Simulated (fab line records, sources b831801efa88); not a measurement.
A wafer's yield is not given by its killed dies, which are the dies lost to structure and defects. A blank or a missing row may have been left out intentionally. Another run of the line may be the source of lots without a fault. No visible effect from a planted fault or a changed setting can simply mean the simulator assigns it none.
fab line records -- flow sky130
record: lots: 6, wafers: 18, last-day: 49
route steps=708 shown LDD_N@249 LDD_P@255 PAD_OPEN@708
lots untouched by any fault: they come from a run of this same line in which no faults occurred
start-h: start of the lot's first displayed wafer, in hours after the record's first day -- wait-h: time in hours since the lot's previous step -- " unchanged from the row above -- L1.1+2: a single row standing in for several wafers -- - either no value or no given start -- * or withheld: withheld -- < > ~ a bound
route shown NAME@n: a module of which the file shows steps, and the number in the route of the first -- usual: mean/standard deviation of fault-free wafers -- same: alike in all rows -- chamber/n: place in a boat -- sites: per-site readings -- _std_site: standard deviation across them -- _edge_site: outer sites' mean less inner sites' -- radius-mm: for every site, how far away it sits from the centre of the wafer -- mask NAME#n: copy n -- behind: the most recent tool/chamber to have shaped the wafer -- hold: cause of the lot's hold/its duration in hours/its outcome -- device: which transistor (n, p or np) failed to switch -- end of line: the tests these same wafers got at the end of their route -- where a step has no rows: the recipe by itself -- killed: dies that structure and defects cost at the first sort, which is not the same as the wafer's yield -- map: a wafer's dies, marking killed ones x, the rest . and places with no die _
set.NAME: the setting that was run; set.NAME@STEP: the one run at that earlier step -- model.NAME: the simulator's own value behind a step, which no gauge read
certain route steps with their lots: each step a table, each wafer a row
services: when a tool's chamber went out of use (start-h, in hours from the record's first day, below 0 if earlier), for how many hours, and the reason
== steps ==
step: SKY_LDD_N_IMPLANT_12
recipe: species: BF2, energy-kev: 50, dose-cm2: 5e+12, tilt-deg: 30, rotation-deg: 0
step: SKY_LDD_N_IMPLANT_13
recipe: species: BF2, energy-kev: 50, dose-cm2: 5e+12, tilt-deg: 30, rotation-deg: 90
step: SKY_LDD_N_IMPLANT_14
recipe: species: BF2, energy-kev: 50, dose-cm2: 5e+12, tilt-deg: 30, rotation-deg: 180
step: SKY_LDD_N_IMPLANT_15
recipe: species: BF2, energy-kev: 50, dose-cm2: 5e+12, tilt-deg: 30, rotation-deg: 270
step: SKY_LDD_N_STRIP_16
recipe: chemistry: O2/N2, power-w: 1400, pressure-mtorr: 1500, platen-temp-c: withheld, o2-flow-sccm: 3000, n2-flow-sccm: 300, overash-fraction: 0.5
usual: chamber-pressure-mTorr: 1500.0/1.4, drypump-motor-current-A: 5.9/0.39, oes-product-au: 0.407/0.0047, strip-time-to-endpoint-s: 4.315/0.016
lot.wafer,tool,chamber,start-h,wait-h,chamber-pressure-mTorr,drypump-motor-current-A,oes-product-au,rf-hours-counter-h,strip-time-to-endpoint-s
L744.1,plasma-asher-03,0,415.03,0.1,1501.1,6.0,0.404,74,4.323
L744.4,plasma-asher-03,1,415.03,0.1,1499.6,5.6,0.398,-,4.322
L744.5,plasma-asher-03,0,415.03,0.1,1499.7,6.1,0.411,-,4.273
L748.2,plasma-asher-04,1,446.36,0.1,1500.6,5.4,0.403,27,4.295
L748.3,plasma-asher-04,0,446.36,0.1,1500.6,6.6,0.400,-,4.296
L748.5,plasma-asher-04,0,446.36,0.1,1501.0,6.6,0.410,-,4.301
L747.2,plasma-asher-01,0,446.68,0.1,1500.0,5.7,0.407,64,4.329
L747.4,plasma-asher-01,0,446.68,0.1,1497.9,5.7,0.404,-,4.314
L747.5,plasma-asher-01,1,446.68,0.1,1502.8,5.9,0.400,-,4.300
L759.1,plasma-asher-01,1,548.76,0.1,1501.7,5.9,0.400,74,4.306
L759.2,plasma-asher-01,0,548.76,0.1,1499.9,5.7,0.404,74,4.322
L759.4,plasma-asher-01,0,548.76,0.1,1500.1,5.7,0.400,-,4.296
L760.1,plasma-asher-01,0,549.94,0.1,1501.4,5.7,0.403,74,4.292
L760.3,plasma-asher-01,1,549.94,0.1,1498.8,5.9,0.400,-,4.280
L760.5,plasma-asher-01,1,549.94,0.1,1500.0,5.9,0.406,-,4.273
L763.1,plasma-asher-01,1,566.93,0.1,1501.1,5.9,0.407,76,4.333
L763.3,plasma-asher-01,1,566.93,0.1,1498.7,5.9,0.409,-,4.323
L763.5,plasma-asher-01,1,566.93,0.1,1501.5,5.9,0.408,-,4.318
step: SKY_LDD_N_TW_MEAS_17
usual: LDD_N_TW: 2578/35
lot.wafer,tool,chamber,start-h,wait-h,LDD_N_TW
L744.1,film-metro-03,-,415.13,0.1,2616
L744.4,film-metro-03,-,415.13,0.1,2616
L744.5,film-metro-03,-,415.13,0.1,2614
L748.2,film-metro-01,-,446.47,0.1,2528
L748.3,film-metro-01,-,446.47,0.1,2537
L748.5,film-metro-01,-,446.47,0.1,2537
L747.2,film-metro-03,-,446.79,0.1,2596
L747.4,film-metro-03,-,446.79,0.1,2595
L747.5,film-metro-03,-,446.79,0.1,2596
L759.1,film-metro-01,-,548.86,0.1,2539
L759.2,film-metro-01,-,548.86,0.1,2536
L759.4,film-metro-01,-,548.86,0.1,2545
L760.1,film-metro-04,-,550.04,0.1,2616
L760.3,film-metro-04,-,550.04,0.1,2609
L760.5,film-metro-04,-,550.04,0.1,2603
L763.1,film-metro-03,-,567.03,0.1,2612
L763.3,film-metro-03,-,567.03,0.1,2614
L763.5,film-metro-03,-,567.03,0.1,2623
step: SKY_LDD_P_DEHYDRATE_00
recipe: temp-c: 200, time-s: 60
step: SKY_LDD_P_HMDS_01
recipe: prime-time-s: 60, prime-temp-c: 120
step: SKY_LDD_P_COAT_02
recipe: resist: NOVOLAK, spin-rpm: 3000, resist-thk-nm: 1140
step: SKY_LDD_P_SOFTBAKE_03
recipe: temp-c: 90, time-s: 60, resist: NOVOLAK
step: SKY_LDD_P_EXPOSE_04
recipe: mask-id: PSDM, na: 0.6, source-shape: conventional, sigma-outer: 0.6, polarization: unpolarized, target-cd-nm: 380, dose-mj: 138
step: SKY_LDD_P_PEB_05
recipe: temp-c: withheld, time-s: *, resist: NOVOLAK
step: SKY_LDD_P_DEVELOP_06
recipe: resist: NOVOLAK, developer: TMAH, develop-time-s: 60, dev-temp-c: 23
usual: chill-plate-temp-C: 22.99/0.11
lot.wafer,tool,chamber,start-h,wait-h,chill-plate-temp-C
L744.1,litho-track-03,0,446.18,0.1,23.15
L744.4,litho-track-03,0,446.18,0.1,22.94
L744.5,litho-track-03,0,446.18,0.1,22.92
L748.2,litho-track-03,0,477.80,0.1,23.03
L748.3,litho-track-03,0,477.80,0.1,23.08
L748.5,litho-track-03,0,477.80,0.1,22.83
L747.2,litho-track-03,0,478.10,0.1,22.97
L747.4,litho-track-03,0,478.10,0.1,22.87
L747.5,litho-track-03,0,478.10,0.1,22.81
L759.1,litho-track-04,0,577.25,0.1,23.00
L759.2,litho-track-04,0,577.25,0.1,22.98
L759.4,litho-track-04,0,577.25,0.1,22.76
L760.1,litho-track-04,0,584.95,0.1,23.04
L760.3,litho-track-04,0,584.95,0.1,23.00
L760.5,litho-track-04,0,584.95,0.1,23.03
L763.1,litho-track-04,0,596.15,0.1,22.99
L763.3,litho-track-04,0,596.15,0.1,22.93
L763.5,litho-track-04,0,596.15,0.1,22.81
step: SKY_LDD_P_CD_MEAS_07
recipe: target-cd-nm: 380
usual: cd-nm: 380.4/2.7
lot.wafer,tool,chamber,start-h,wait-h,cd-nm
L744.1,cd-sem-02,-,446.33,0.1,382.4
L744.4,cd-sem-02,-,446.33,0.1,383.4
L744.5,cd-sem-02,-,446.33,0.1,383.0
L748.2,cd-sem-02,-,477.95,0.1,380.4
L748.3,cd-sem-02,-,477.95,0.1,378.8
L748.5,cd-sem-02,-,477.95,0.1,403.6
L747.2,cd-sem-01,-,478.25,0.1,380.5
L747.4,cd-sem-01,-,478.25,0.1,382.2
L747.5,cd-sem-01,-,478.25,0.1,407.6
L759.1,cd-sem-02,-,577.40,0.1,379.5
L759.2,cd-sem-02,-,577.40,0.1,381.9
L759.4,cd-sem-02,-,577.40,0.1,377.0
L760.1,cd-sem-02,-,585.10,0.1,387.1
L760.3,cd-sem-02,-,585.10,0.1,389.2
L760.5,cd-sem-02,-,585.10,0.1,383.6
L763.1,cd-sem-02,-,596.30,0.1,382.7
L763.3,cd-sem-02,-,596.30,0.1,382.9
L763.5,cd-sem-02,-,596.30,0.1,382.0
step: SKY_LDD_P_OVL_MEAS_08
usual: LDD_P_OVL: 2.4/1.6
lot.wafer,tool,chamber,start-h,wait-h,LDD_P_OVL[nm]
L744.1,overlay-02,-,446.45,0.1,-0.3
L744.4,overlay-02,-,446.45,0.1,1.1
L744.5,overlay-02,-,446.45,0.1,0.2
L748.2,overlay-01,-,478.05,0.1,4.3
L748.3,overlay-01,-,478.05,0.1,4.6
L748.5,overlay-01,-,478.05,0.1,4.0
L747.2,overlay-02,-,478.35,0.1,3.6
L747.4,overlay-02,-,478.35,0.1,3.6
L747.5,overlay-02,-,478.35,0.1,3.4
L759.1,overlay-01,-,577.52,0.1,2.3
L759.2,overlay-01,-,577.52,0.1,1.3
L759.4,overlay-01,-,577.52,0.1,3.2
L760.1,overlay-02,-,585.22,0.1,0.8
L760.3,overlay-02,-,585.22,0.1,1.5
L760.5,overlay-02,-,585.22,0.1,2.9
L763.1,overlay-02,-,596.42,0.1,3.6
L763.3,overlay-02,-,596.42,0.1,2.8
L763.5,overlay-02,-,596.42,0.1,3.3
step: SKY_PAD_OPEN_PROBE_99
usual: killed_at_M0_to_M3: 44/7.7, killed_at_M4_up: 3.0/1.9, killed-at-contacts: 25/5.6, killed-at-front-end: 15/4.6, killed-at-other: 0.3/0.47, killed-dies: 86/9.9, killed-open: 47/7.4, killed-short: 39/5.9
same: gross-dies: 492, killed-at-back-side: 0
lot.wafer,tool,chamber,start-h,wait-h,killed_at_M0_to_M3,killed_at_M4_up,killed-at-contacts,killed-at-front-end,killed-at-other,killed-dies,killed-open,killed-short
L744.1,prober-02,-,1091.85,0.1,42,2,27,14,0,85,53,32
L744.4,prober-02,-,1092.00,0.2,40,2,26,14,0,82,46,36
L744.5,prober-02,-,1092.05,0.2,48,2,30,21,0,101,47,54
L747.2,prober-02,-,1109.17,0.1,34,5,24,13,1,77,38,39
L747.4,prober-02,-,1109.27,0.2,72,6,17,22,0,117,66,51
L747.5,prober-02,-,1109.32,0.2,61,2,24,14,0,101,63,38
L763.1,prober-01,-,1183.01,0.1,39,6,29,16,1,91,48,43
L763.3,prober-01,-,1183.11,0.2,53,4,28,8,0,93,53,40
L763.5,prober-01,-,1183.21,0.2,45,4,23,5,0,77,40,37
killed by level:class
L744.1 VIA1:geometric-particle:open=18 LI_CONTACT:geometric-particle:open=12 CONTACT:geometric-particle:open=6 FIELD_ISO:geometric-particle:open=5 CONTACT:geometric-particle:short=5 VIA1:geometric-particle:short=5 METAL3:geometric-particle:short=5 METAL2:geometric-particle:short=4
L744.4 VIA1:geometric-particle:open=12 VIA1:geometric-particle:short=9 LI_CONTACT:geometric-particle:open=8 CONTACT:geometric-particle:open=8 VIA3:geometric-particle:open=6 FIELD_ISO:geometric-particle:short=5 FIELD_ISO:geometric-particle:open=4 CONTACT:geometric-particle:short=4
L744.5 VIA1:geometric-particle:open=12 VIA1:geometric-particle:short=11 LI_CONTACT:geometric-particle:open=8 CONTACT:geometric-particle:open=8 VIA3:geometric-particle:open=7 METAL2:geometric-particle:short=7 FIELD_ISO:geometric-particle:open=6 FIELD_ISO:geometric-particle:short=6
L747.2 VIA2:geometric-particle:open=12 CONTACT:geometric-particle:open=7 LOCAL_INTERCONNECT:geometric-particle:short=6 LI_CONTACT:geometric-particle:open=5 METAL1:geometric-particle:short=5 METAL4:geometric-particle:short=5 VIA1:geometric-particle:short=4 METAL2:geometric-particle:short=4
L747.4 VIA2:geometric-particle:open=14 METAL1:geometric-particle:short=13 VIA1:geometric-particle:open=11 METAL2:geometric-particle:short=10 VIA3:geometric-particle:open=8 LI_CONTACT:geometric-particle:open=7 FIELD_ISO:geometric-particle:short=6 FIELD_ISO:geometric-particle:open=6
L747.5 VIA1:geometric-particle:open=16 VIA2:geometric-particle:open=12 LI_CONTACT:geometric-particle:open=10 METAL2:geometric-particle:short=8 CONTACT:geometric-particle:open=7 VIA1:geometric-particle:short=6 METAL1:geometric-particle:short=6 POLY_GATE:geometric-particle:open=5
L763.1 CONTACT:geometric-particle:short=8 CONTACT:geometric-particle:open=7 LI_CONTACT:geometric-particle:open=6 METAL1:geometric-particle:short=6 VIA1:geometric-particle:open=6 FIELD_ISO:geometric-particle:short=5 VIA2:geometric-particle:open=5 VIA3:geometric-particle:open=5
L763.3 VIA1:geometric-particle:open=13 CONTACT:geometric-particle:open=11 LI_CONTACT:geometric-particle:open=10 VIA2:geometric-particle:open=9 METAL2:geometric-particle:short=8 METAL1:geometric-particle:short=6 FIELD_ISO:geometric-particle:short=4 VIA1:geometric-particle:short=4
L763.5 CONTACT:geometric-particle:open=9 VIA1:geometric-particle:open=8 VIA2:geometric-particle:open=8 METAL2:geometric-particle:short=7 LI_CONTACT:geometric-particle:open=6 VIA3:geometric-particle:open=4 CONTACT:geometric-particle:short=4 VIA1:geometric-particle:short=4
== services ==
tool,chamber,start-h,hours,kind
plasma-asher-04,-,417.84,1.1,repair
plasma-asher-03,-,421.25,9.0,pm
plasma-asher-03,0,421.25,9.0,vent-cycle
plasma-asher-03,1,421.25,9.0,vent-cycle
plasma-asher-03,0,430.25,-,clean
plasma-asher-03,1,430.25,-,clean
plasma-asher-01,-,477.47,1.2,repair
plasma-asher-03,-,516.59,2.8,pm
== key ==
first-sign: step: SKY_LDD_P_CD_MEAS_07, reading: cd-nm, direction: up, sigmas: 9.2, usual: 380.4, struck: 405.6
effect none on later readings
met-at SKY_LDD_P_DEVELOP_06
struck-wafers L747.5,L748.5
tester-left-out L747,L748
onset-between 446.18 477.80
fault: kind: process-parameter-drift, tool: litho-track-03, chamber: -, onset-h: 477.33, steps: SKY_LDD_P_DEVELOP_06, channel: develop-time-s, offset: *, shape: step, end-h: 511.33, scope: struck-wafers-only, acts-in: *, stated: *
tester-left-out: of these lots the tester's yield and bins aren't shown, on N5 and GAA mostly nor the transistor test; their killed dies are dies lost to structure and defects alone, not to doping, threshold or leakage, so they don't give the yield
